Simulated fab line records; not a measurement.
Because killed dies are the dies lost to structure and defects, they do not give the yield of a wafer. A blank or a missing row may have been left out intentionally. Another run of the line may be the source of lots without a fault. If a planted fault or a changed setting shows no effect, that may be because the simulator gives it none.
Struck lot and sound lot, side by side    flow sky130    43 steps out of a route of 708
Sound: wafers L911.1, L911.5, L911.6. Struck: wafer L902.1 (L902.4, L902.5, from the same lot, were not struck and are left out); the cause is given at the end.
Per side, at each step with rows, come the tool, then ch with its chambers, and then its first start. Under that, the readings that differ: sound wafers    struck wafers    difference of the means    sigmas: that difference in standard deviations of wafers without a fault.
alike: same words and numbers on both sides, and readings whose means sit less than 2 such deviations apart. not compared: any withheld reading, any reading some wafer has no value for, any bound like >300 that may hide the same value, and any number with overlapping values for which the record gives no deviation.
A row with sigmas, a row that says differs or no value, or rows on one side alone: a step with any of these is where the two part. Numbers that don't overlap but have no deviation are shown without sigmas and don't part them. A reading that every wafer of one side lacks parts them only if that side has two wafers or more.

first, 3 steps without rows for these wafers: SKY_SONOS_ONO_WET_ETCH_18 (etches Si3N4 in H3PO4, target depth 15 nm, time 172 s); SKY_GATE_OXIDE_CLEAN_00 (cleans in SC1/SC2, time 150 s); SKY_GATE_OXIDE_OXIDATION_01 (stabilise 600 s, purge 300 s, target thk 10.268 nm).
SKY_GATE_OXIDE_THK_MEAS_02:
  sound on film metro-01 at day 18 07:23; struck on film metro-01 at day 15 09:08
  alike: GATE_OXIDE_OXIDATION_00_THK
then, 7 steps without rows for these wafers: SKY_GATE_OXIDE_DEHYDRATE_03 (time 60 s); SKY_GATE_OXIDE_HMDS_04 (prime time 60 s); SKY_GATE_OXIDE_COAT_05 (resist thk 1140 nm); SKY_GATE_OXIDE_SOFTBAKE_06 (time 60 s); SKY_GATE_OXIDE_EXPOSE_07 (exposes mask LVOM, target cd 600 nm); SKY_GATE_OXIDE_PEB_08; SKY_GATE_OXIDE_DEVELOP_09 (develop time 60 s).
SKY_GATE_OXIDE_OVL_MEAS_10:
  sound on overlay-02 at day 19 13:32; struck on overlay-02 at day 16 12:10
  alike: GATE_OXIDE_OVL
SKY_GATE_OXIDE_IMPLANT_11:
  sound on implanter-01 ch 0, day 19 13:35; struck on implanter-02 ch 0, day 16 12:11
  alike: beam energy keV
then, 1 step without rows for these wafers: SKY_GATE_OXIDE_WET_ETCH_12 (etches SiO2 in dHF, target depth 16.8 nm, time 336 s).
SKY_GATE_OXIDE_STRIP_13: strips in O2/N2.
  sound on plasma asher-04 ch 0,1, day 19 13:50; struck on plasma asher-04 ch 1, day 16 12:27
reading                         sound                 struck  difference  sigmas
chamber pressure mTorr (mTorr)  1501.9 1500.9 1501.9  1498.5  -3.1        -2
  alike: drypump motor current A, n2 flow sccm, oes product au, strip time to endpoint s
  not compared: rf hours counter h
SKY_GATE_OXIDE_TW_MEAS_14:
  sound on film metro-03 at day 19 13:56; struck on film metro-01 at day 16 12:33
reading        sound              struck  difference  sigmas
GATE_OXIDE_TW  224.3 223.2 224.1  228.4   +4.5        +3
then, 3 steps without rows for these wafers: SKY_GATE_OXIDE_CLEAN_15 (cleans in SC1/SC2, time 150 s); SKY_GATE_OXIDE_OXIDATION_16 (stabilise 600 s, purge 300 s, target thk 3.57 nm); SKY_POLY_GATE_CVD_00 (deposits poly-Si, target thk 180 nm, time 720 s).
SKY_POLY_GATE_THK_MEAS_01:
  sound on film metro-04 at day 19 17:07; struck on film metro-04 at day 16 16:29
  alike: POLY_GATE_CVD_00_THK
then, 8 steps without rows for these wafers: SKY_RES_PROTECT_DEHYDRATE_00 (time 60 s); SKY_RES_PROTECT_HMDS_01 (prime time 60 s); SKY_RES_PROTECT_COAT_02 (resist thk 1140 nm); SKY_RES_PROTECT_SOFTBAKE_03 (time 60 s); SKY_RES_PROTECT_EXPOSE_04 (exposes mask RPM, target cd 1270 nm); SKY_RES_PROTECT_PEB_05; SKY_RES_PROTECT_DEVELOP_06 (develop time 60 s); SKY_POLY_GATE_IMPLANT_02.
SKY_RES_PROTECT_STRIP_07: strips in O2/N2.
  sound on plasma asher-02 ch 0,1, day 21 00:00; struck on plasma asher-01 ch 1, day 17 21:35
reading                       sound              struck  difference  sigmas
strip time to endpoint s (s)  23.36 23.32 23.35  23.25   -0.09       -2
  alike: chamber pressure mTorr, drypump motor current A, n2 flow sccm, oes product au
  not compared: rf hours counter h
SKY_RES_PROTECT_TW_MEAS_08:
  sound on film metro-01 at day 21 00:06; struck on film metro-04 at day 17 21:41
  alike: POLY_GATE_TW
then, 2 steps without rows for these wafers: SKY_RES_PROTECT_CLEAN_09 (cleans in SC1/SC2, time 150 s); SKY_POLY_GATE_CVD_03 (deposits Si3N4 from DCS/NH3, target thk 75 nm, time 1290 s).
SKY_POLY_GATE_THK_MEAS_04:
  sound on film metro-03 at day 21 01:34; struck on film metro-04 at day 17 23:10
  alike: POLY_GATE_CVD_03_THK
then, 8 steps without rows for these wafers: SKY_POLY_GATE_DEHYDRATE_05 (time 60 s); SKY_POLY_GATE_HMDS_06 (prime time 60 s); SKY_POLY_GATE_COAT_07 (resist thk 110 nm); SKY_POLY_GATE_COAT_08 (resist thk 450 nm); SKY_POLY_GATE_SOFTBAKE_09 (time 90 s); SKY_POLY_GATE_EXPOSE_10 (exposes mask P1M, target cd 150 nm); SKY_POLY_GATE_PEB_11; SKY_POLY_GATE_DEVELOP_12 (develop time 60 s).
SKY_POLY_GATE_CD_MEAS_13: the cd target is 150 nm.
  sound on cd sem-01 at day 22 07:49; struck on cd sem-02 at day 19 05:12
  alike: cd nm
-- a jump in the record: the struck wafers' starts before and after are 28 days apart (it breaks off in module POLY_GATE and resumes in module PAD_OPEN, where the first step shown is number 708 of the route) --
SKY_PAD_OPEN_PROBE_99:
  sound on prober-01 at day 49 17:19; struck on prober-02 at day 47 16:43
reading                               sound                      struck   difference  sigmas
killed at front end                   17 16 11                   26       +11         +2
model.etest.pfet_01v8_lvt.vt v range  0.0137 0.0102 0.01045      0.1058   +0.0944     
model.etest.pfet_01v8.vt v range      0.008649 0.01022 0.009964  0.04619  +0.03658    
model.etest.nfet_01v8.vt v range      0.009972 0.01066 0.01215   0.02477  +0.01384    
  alike: killed_at_M0_to_M3, killed_at_M4_up, killed at contacts, killed at other, killed dies, killed open, killed short
  not compared: model.etest.pfet_01v8.drive ua um range

WHERE THEY PART
Earliest at SKY_GATE_OXIDE_STRIP_13; latest, in this record, at SKY_PAD_OPEN_PROBE_99.

WHY: the cause the simulator had injected
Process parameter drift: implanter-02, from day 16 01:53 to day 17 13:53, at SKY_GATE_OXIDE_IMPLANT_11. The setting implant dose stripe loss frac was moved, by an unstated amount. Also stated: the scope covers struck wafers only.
